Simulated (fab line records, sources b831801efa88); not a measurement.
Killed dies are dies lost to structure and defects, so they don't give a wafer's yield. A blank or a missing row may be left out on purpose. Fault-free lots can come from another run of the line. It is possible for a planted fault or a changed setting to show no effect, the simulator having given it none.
fab line records	flow gf180mcu
[record] lots = 12	wafers = 36	lastDay = 34
route steps=602 shown M2@368 V2@397 V3@431
lots untouched by any fault: they come from a run of this same line in which no faults occurred
startH: hours from the record's first day to the start of the lot's first wafer shown	waitH: how many hours have passed since the lot's step before this one	" identical to the entry in the row above	L1.1+2: several wafers, shown together as one row	- value missing, or start not given	* or withheld: withheld	< > ~ a bound
route shown NAME@n: a module of which the file shows steps, and the number in the route of the first	usual: the fault-free wafers' mean and standard deviation	same: alike in all rows	chamber/n: place in a boat	sites: per-site readings	_std_site: their standard deviation	_edge_site: mean of outer sites minus mean of inner sites	radiusMm: for every site, how far away it sits from the centre of the wafer	mask NAME#n: copy n	behind: tool/chamber where the wafer was last shaped	hold: why the lot was held/for how many hours/how that ended	device: names the non-switching transistor (n, p or np)	end of line: tests run on the same wafers once the route is complete	where a step has no rows: the recipe by itself	killed: not the wafer's yield, but the dies lost to structure and defects at the first sort	map: the dies of a wafer, with x for killed, . for not killed, _ for no die there
set.NAME: the setting the step ran with; set.NAME@STEP: the setting that earlier step ran with	model.NAME: the simulator's own value behind a step, which no gauge read
the route's steps for a sample of lots (tables are steps, rows are wafers)
services: from which hour (startH, from the record's first day; less than 0 if before it) a tool's chamber was out of use, for how many hours, and why
[[steps]]
[step GF_M2_THK_MEAS_06]
[recipe] thkMeasGauge = xrf	reads = AlCu_of_M2_SPUTTER_02
[usual] M2_ALCU_THK = 446/6.6
lot.wafer	tool	chamber	startH	waitH	M2_ALCU_THK[nm]
L376.2	filmMetro-04	-	415.30	0.1	453
L376.4	"	-	"	"	450
L376.6	"	-	"	"	455
L378.3	filmMetro-03	-	435.01	0.1	445
L378.4	"	-	"	"	448
L378.6	"	-	"	"	440
L379.2	filmMetro-02	-	446.20	0.1	442
L379.4	"	-	"	"	444
L379.6	"	-	"	"	440
L381.4	filmMetro-02	-	461.68	0.1	442
L381.5	"	-	"	"	442
L381.6	"	-	"	"	443
L383.1	filmMetro-03	-	478.41	0.1	449
L383.2	"	-	"	"	450
L383.3	"	-	"	"	444
L386.1	filmMetro-02	-	506.18	0.1	454
L386.2	"	-	"	"	454
L386.5	"	-	"	"	456
L391.2	filmMetro-02	-	550.17	0.1	448
L391.3	"	-	"	"	446
L391.4	"	-	"	"	453
L393.3	filmMetro-03	-	565.25	0.1	433
L393.5	"	-	"	"	435
L393.6	"	-	"	"	442
L396.3	filmMetro-04	-	581.44	0.1	452
L396.4	"	-	"	"	448
L396.5	"	-	"	"	447
L397.3	filmMetro-02	-	586.73	0.1	442
L397.5	"	-	"	"	447
L397.6	"	-	"	"	441
L398.2	filmMetro-04	-	594.53	0.1	444
L398.4	"	-	"	"	450
L398.6	"	-	"	"	442
L399.2	filmMetro-02	-	605.19	0.1	431
L399.3	"	-	"	"	433
L399.6	"	-	"	"	436
[step GF_V2_OVL_MEAS_15]
[usual] V2_OVL = 2/5.7
lot.wafer	tool	chamber	startH	waitH	V2_OVL[nm]
L376.2	overlay-02	-	465.80	0.1	12
L376.4	"	-	"	"	15
L376.6	"	-	"	"	13
L378.3	overlay-02	-	484.98	0.1	2
L378.4	"	-	"	"	-3
L378.6	"	-	"	"	-10
L379.2	overlay-02	-	496.49	0.1	-3
L379.4	"	-	"	"	5
L379.6	"	-	"	"	1
L381.4	overlay-02	-	510.98	0.1	-2
L381.5	"	-	"	"	11
L381.6	"	-	"	"	6
L383.1	overlay-02	-	527.02	0.1	-1
L383.2	"	-	"	"	2
L383.3	"	-	"	"	4
L386.1	overlay-01	-	552.82	0.1	-10
L386.2	"	-	"	"	-4
L386.5	"	-	"	"	-9
L391.2	overlay-01	-	593.66	0.1	-5
L391.3	"	-	"	"	0
L391.4	"	-	"	"	0
L393.3	overlay-01	-	609.63	0.1	4
L393.5	"	-	"	"	5
L393.6	"	-	"	"	1
L396.3	overlay-01	-	624.23	0.1	-3
L396.4	"	-	"	"	9
L396.5	"	-	"	"	6
L397.3	overlay-01	-	629.32	0.1	12
L397.5	"	-	"	"	8
L397.6	"	-	"	"	8
L398.2	overlay-01	-	637.02	0.1	-1
L398.4	"	-	"	"	-1
L398.6	"	-	"	"	4
L399.2	overlay-02	-	647.81	0.1	-1
L399.3	"	-	"	"	2
L399.6	"	-	"	"	4
[step GF_V3_CVD_02]
[recipe] material = SiO2	targetThkNm = 850	precursor = TEOS	tempC = 400	timeS = 94.851	rfW = 600
[usual] heaterPowerW = 586/86
lot.wafer	tool	chamber	startH	waitH	heaterPowerW	sinceWetCleanH
L376.2	pecvd-02	0	492.64	0.0	541	735
L376.4	"	2	"	"	577	-
L376.6	"	0	"	"	584	-
L378.3	pecvd-02	1	511.14	0.0	483	753
L378.4	"	0	"	"	592	-
L378.6	"	2	"	"	590	-
L379.2	pecvd-02	2	522.36	0.0	601	764
L379.4	"	0	"	"	591	-
L379.6	"	1	"	"	555	-
L381.4	pecvd-02	0	536.47	0.1	549	-
L381.5	"	1	"	"	462	-
L381.6	"	2	"	"	604	-
L383.1	pecvd-02	0	552.15	0.1	568	794
L383.2	"	1	"	"	484	794
L383.3	"	2	"	"	521	794
L386.1	pecvd-04	2	577.35	0.1	787	403
L386.2	"	0	"	"	649	403
L386.5	"	1	"	"	560	-
L391.2	pecvd-02	0	616.75	0.0	487	12
L391.3	"	2	"	"	574	12
L391.4	"	0	"	"	524	-
L393.3	pecvd-04	0	631.98	0.1	676	-
L393.5	"	0	"	"	543	-
L393.6	"	2	"	"	769	-
L396.3	pecvd-02	2	646.80	0.0	562	42
L396.4	"	0	"	"	554	-
L396.5	"	2	"	"	592	-
L397.3	pecvd-02	0	652.04	0.0	584	47
L397.5	"	0	"	"	475	-
L397.6	"	1	"	"	488	-
L398.2	pecvd-02	2	659.25	0.0	549	54
L398.4	"	1	"	"	473	-
L398.6	"	0	"	"	463	-
L399.2	pecvd-02	1	669.89	0.0	589	65
L399.3	"	0	"	"	478	65
L399.6	"	2	"	"	560	-
[step GF_V3_THK_MEAS_03]
[recipe] reads = SiO2_of_V3_CVD_02
[usual] V3_CVD_02_THK = 848/13
lot.wafer	tool	chamber	startH	waitH	V3_CVD_02_THK[nm]
L376.2	filmMetro-04	-	492.72	0.0	865
L376.4	"	-	"	"	851
L376.6	"	-	"	"	883
L378.3	filmMetro-02	-	511.23	0.1	851
L378.4	"	-	"	"	875
L378.6	"	-	"	"	858
L379.2	filmMetro-02	-	522.44	0.0	848
L379.4	"	-	"	"	878
L379.6	"	-	"	"	864
L381.4	filmMetro-01	-	536.54	0.0	872
L381.5	"	-	"	"	924
L381.6	"	-	"	"	848
L383.1	filmMetro-02	-	552.22	0.0	842
L383.2	"	-	"	"	902
L383.3	"	-	"	"	829
L386.1	filmMetro-02	-	577.42	0.0	836
L386.2	"	-	"	"	840
L386.5	"	-	"	"	870
L391.2	filmMetro-02	-	616.83	0.0	843
L391.3	"	-	"	"	840
L391.4	"	-	"	"	849
L393.3	filmMetro-02	-	632.07	0.1	855
L393.5	"	-	"	"	842
L393.6	"	-	"	"	840
L396.3	filmMetro-04	-	646.98	0.1	851
L396.4	"	-	"	"	854
L396.5	"	-	"	"	871
L397.3	filmMetro-02	-	652.13	0.1	846
L397.5	"	-	"	"	855
L397.6	"	-	"	"	851
L398.2	filmMetro-02	-	659.33	0.0	850
L398.4	"	-	"	"	858
L398.6	"	-	"	"	856
L399.2	filmMetro-04	-	669.97	0.0	855
L399.3	"	-	"	"	866
L399.6	"	-	"	"	878
[step GF_V3_CMP_04]
[recipe] material = SiO2	downForcePsi = 4	platenRpm = 60	padVelocityMS = 0.94248
[usual] edgeZonePressureFrac = 1.000/0.0046	motorCurrentA = 12.1/1	slurryFlowMlMin = 149.9/0.48	timeToEndpointS = 78/5.8
lot.wafer	tool	chamber	startH	waitH	edgeZonePressureFrac	motorCurrentA	slurryFlowMlMin	timeToEndpointS
L376.2	cmp-02	3	492.82	0.1	0.990	12.7	149.8	84
L376.4	"	0	"	"	1.000	12.2	149.8	81
L376.6	"	3	"	"	0.999	12.3	150.3	92
L378.4	cmp-02	2	511.27	0.0	1.003	12.2	150.6	95
L378.3	"	1	"	"	1.003	12.7	149.4	81
L378.6	"	2	"	"	0.999	13.1	149.9	90
L379.4	cmp-01	2	522.59	0.1	0.999	10.9	150.2	95
L379.2	"	3	"	"	0.996	12.1	149.7	85
L379.6	"	0	"	"	0.993	10.4	149.8	86
L381.4	cmp-02	3	536.72	0.2	1.005	12.3	150.5	88
L381.6	"	0	"	"	1.009	12.4	150.1	78
L381.5	"	1	"	"	0.995	12.7	149.6	105
L383.2	cmp-01	3	552.33	0.1	0.993	11.9	149.8	103
L383.1	"	0	"	"	1.001	10.7	150.3	78
L383.3	"	1	"	"	0.994	12.4	149.5	68
L386.2	cmp-01	0	577.48	0.0	0.999	10.1	149.7	74
L386.1	"	3	"	"	1.001	12.2	150.0	76
L386.5	"	0	"	"	1.001	10.4	149.5	84
L391.3	cmp-02	3	616.88	0.0	1.000	13.1	150.2	73
L391.4	"	0	"	"	1.006	12.8	149.9	75
L391.2	"	1	"	"	0.996	14.1	150.6	70
L393.3	cmp-01	0	632.16	0.1	1.000	10.4	151.0	76
L393.5	"	3	"	"	1.006	12.0	150.3	77
L393.6	"	0	"	"	0.992	10.5	151.2	73
L396.3	cmp-02	3	647.07	0.1	1.003	12.3	150.1	76
L396.4	"	0	"	"	1.008	13.3	150.4	78
L396.5	"	2	"	"	0.999	12.5	150.0	87
L397.3	cmp-01	3	652.32	0.2	0.993	12.0	150.2	86
L397.5	"	0	"	"	0.994	10.4	149.3	85
L397.6	"	1	"	"	0.996	13.1	150.2	81
L398.4	cmp-02	2	659.43	0.1	0.992	12.8	149.1	80
L398.2	"	0	"	"	0.999	13.2	150.0	74
L398.6	"	2	"	"	1.010	12.9	149.6	81
L399.2	cmp-02	3	670.12	0.1	1.011	13.0	150.0	79
L399.3	"	0	"	"	0.995	12.4	150.7	80
L399.6	"	2	"	"	0.992	12.8	149.5	89
[step GF_V3_OVL_MEAS_15]
[usual] V3_OVL = -3/5.5
lot.wafer	tool	chamber	startH	waitH	V3_OVL[nm]
L376.2	overlay-02	-	516.67	0.1	-12
L376.4	"	-	"	"	-11
L376.6	"	-	"	"	-5
L378.3	overlay-02	-	534.40	0.1	-7
L378.4	"	-	"	"	-6
L378.6	"	-	"	"	-2
L379.2	overlay-02	-	545.63	0.1	0
L379.4	"	-	"	"	-5
L379.6	"	-	"	"	-4
L381.4	overlay-02	-	559.50	0.1	0
L381.5	"	-	"	"	-4
L381.6	"	-	"	"	-3
L383.1	overlay-01	-	574.48	0.1	-6
L383.2	"	-	"	"	1
L383.3	"	-	"	"	-1
L386.1	overlay-01	-	598.92	0.1	-13
L386.2	"	-	"	"	-9
L386.5	"	-	"	"	-4
L391.2	overlay-01	-	637.79	0.1	3
L391.3	"	-	"	"	-7
L391.4	"	-	"	"	-5
L393.3	overlay-02	-	652.70	0.1	-1
L393.5	"	-	"	"	5
L393.6	"	-	"	"	2
L396.3	overlay-02	-	666.80	0.1	-1
L396.4	"	-	"	"	7
L396.5	"	-	"	"	1
L397.3	overlay-01	-	672.58	0.1	-3
L397.5	"	-	"	"	4
L397.6	"	-	"	"	-4
L398.2	overlay-01	-	678.93	0.1	-3
L398.4	"	-	"	"	-8
L398.6	"	-	"	"	-7
L399.2	overlay-01	-	689.89	0.1	-3
L399.3	"	-	"	"	4
L399.6	"	-	"	"	0
[[services]]
tool	chamber	startH	hours	kind
pecvd-04	-	492.38	5.5	pm
cmp-01	-	507.81	0.9	repair
pecvd-02	-	522.79	1.5	repair
cmp-02	-	550.99	14.7	pm
cmp-02	-	568.86	2.2	repair
cmp-02	-	569.16	1.8	repair
cmp-02	-	572.00	4.0	pm
cmp-02	-	576.00	-	consumableReplace:conditioner
cmp-02	-	576.00	-	consumableReplace:pad
cmp-02	-	576.27	2.3	repair
cmp-02	-	577.88	11.2	repair
pecvd-02	-	591.12	14.0	pm
pecvd-02	0	591.12	15.6	ventCycle
pecvd-02	1	591.12	14.0	ventCycle
pecvd-02	2	591.12	14.0	ventCycle
pecvd-02	0	603.26	3.5	repair
pecvd-02	0	605.12	-	clean
pecvd-02	1	605.12	-	clean
pecvd-02	2	605.12	-	clean
cmp-01	-	612.94	0.5	repair
pecvd-02	-	626.36	14.6	repair
pecvd-04	1	630.68	23.1	repair
cmp-01	-	640.01	6.2	pm
cmp-01	-	662.70	1.3	repair
[[key]]
[firstSign] step = GF_V3_THK_MEAS_03	reading = V3_CVD_02_THK	direction = up	sigmas = 5.1	usual = 848	struck = 913
[effect] step = GF_V3_CMP_04	reading = timeToEndpointS	direction = up	sigmas = 4.4	usual = *	struck = *
metAt GF_V3_CVD_02
struckLots L381,L383
struckWafers L381.5,L383.2
notActingAt GF_M2_THK_MEAS_06,GF_V2_OVL_MEAS_15,GF_V3_OVL_MEAS_15
onsetBetween 522.36 536.47
[fault] kind = processParameterDrift	tool = pecvd-02	chamber = 1	onsetH = 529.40	steps = GF_V3_CVD_02	channel = targetThkNm	offset = 71.65	shape = step	endH = 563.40	actsIn = theseRecipesOnly	stated = 850
